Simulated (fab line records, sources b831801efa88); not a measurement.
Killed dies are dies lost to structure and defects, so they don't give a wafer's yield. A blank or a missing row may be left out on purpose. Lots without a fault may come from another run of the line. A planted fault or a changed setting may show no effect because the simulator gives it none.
Problem report in the 8D (eight disciplines) form, filled by code | flow sky130 | the parts of the form that need people (team, actions taken, sign-off) are left out

1. THE PROBLEM
developer_temp_C at SKY_VT_ADJUST_LVTN_DEVELOP_17 reads a mean of 25.24 C on 6 wafers of 2 lots; wafers without a fault read 22.99 C with a standard deviation of 0.099. That is +23 standard deviations from the usual mean.
The step: develop time 60 s.
First seen on wafer L442.2, day 9 02:32, on litho_track-04. The record holds 42 wafers of 14 lots with a number at this step. Rule for "out", or "out of limits": more than 4 standard deviations from the usual mean. The other wafers with a number count as sound.

2. WHAT IT IS AND WHAT IT IS NOT
question                    | is                     | is not
which readings at this step | developer_temp_C       | -
which lots                  | L442, L443             | L438, L439, L441, L451, L453, L454, L455, L456, L457, L458, L459, L460
which wafers of those lots  | all that have a number | -
read on which tools         | litho_track-04         | litho_track-01, litho_track-02
when                        | from day 9 02:32       | up to then (9 sound wafers); but 27 sound wafers of L451, L453, L454, L455, L456, L457, L458, L459, L460 came after

3. SUSPECTS, AND WHAT RULES EACH OUT
Counting: a tool at a process step up to the reading stays a suspect if it ran every lot that is out and no sound lot after the first of them.
- litho_track-04 at SKY_VT_ADJUST_LVTN_DEVELOP_17 (develop time 60 s): ruled out as a lasting fault. Sound lots L453, L455, L457, L458, L459 ran on it after its first lot that is out, L442 (day 9 02:32).
Left after counting: nothing in the record.

4. THE CAUSE (what the simulator had put in)
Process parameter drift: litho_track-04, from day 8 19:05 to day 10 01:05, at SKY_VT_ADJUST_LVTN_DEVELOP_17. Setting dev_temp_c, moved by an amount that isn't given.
Counting ruled it out, wrongly.

5. THE CHAIN OF EFFECTS, in route order
Each row: a reading whose mean over the struck wafers that have a number lies more than 3 standard deviations from the usual. Only readings for which the record gives a usual standard deviation are gone through. hours: the time from each lot's start at the first step in this table that gives one to its start at this step, as a median over the lots. sigmas: the change in usual standard deviations.
hours | step                          | reading          | usual   | on struck wafers | change | sigmas
0     | SKY_VT_ADJUST_LVTN_DEVELOP_17 | developer_temp_C | 22.99 C | 25.24            | +2.25  | +23
The process steps in it:
- SKY_VT_ADJUST_LVTN_DEVELOP_17: develop time 60 s.
Later measuring or inspecting steps at which every struck wafer that the step has a row for has a number for every such reading, and none has moved that far: SKY_LDD_HVP_OVL_MEAS_07, SKY_CONTACT_CD_MEAS_14.

6. WHAT WOULD HAVE CAUGHT IT SOONER
In this record the first reading out of limits was taken at day 9 02:32, 7 hours after the fault began at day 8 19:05.
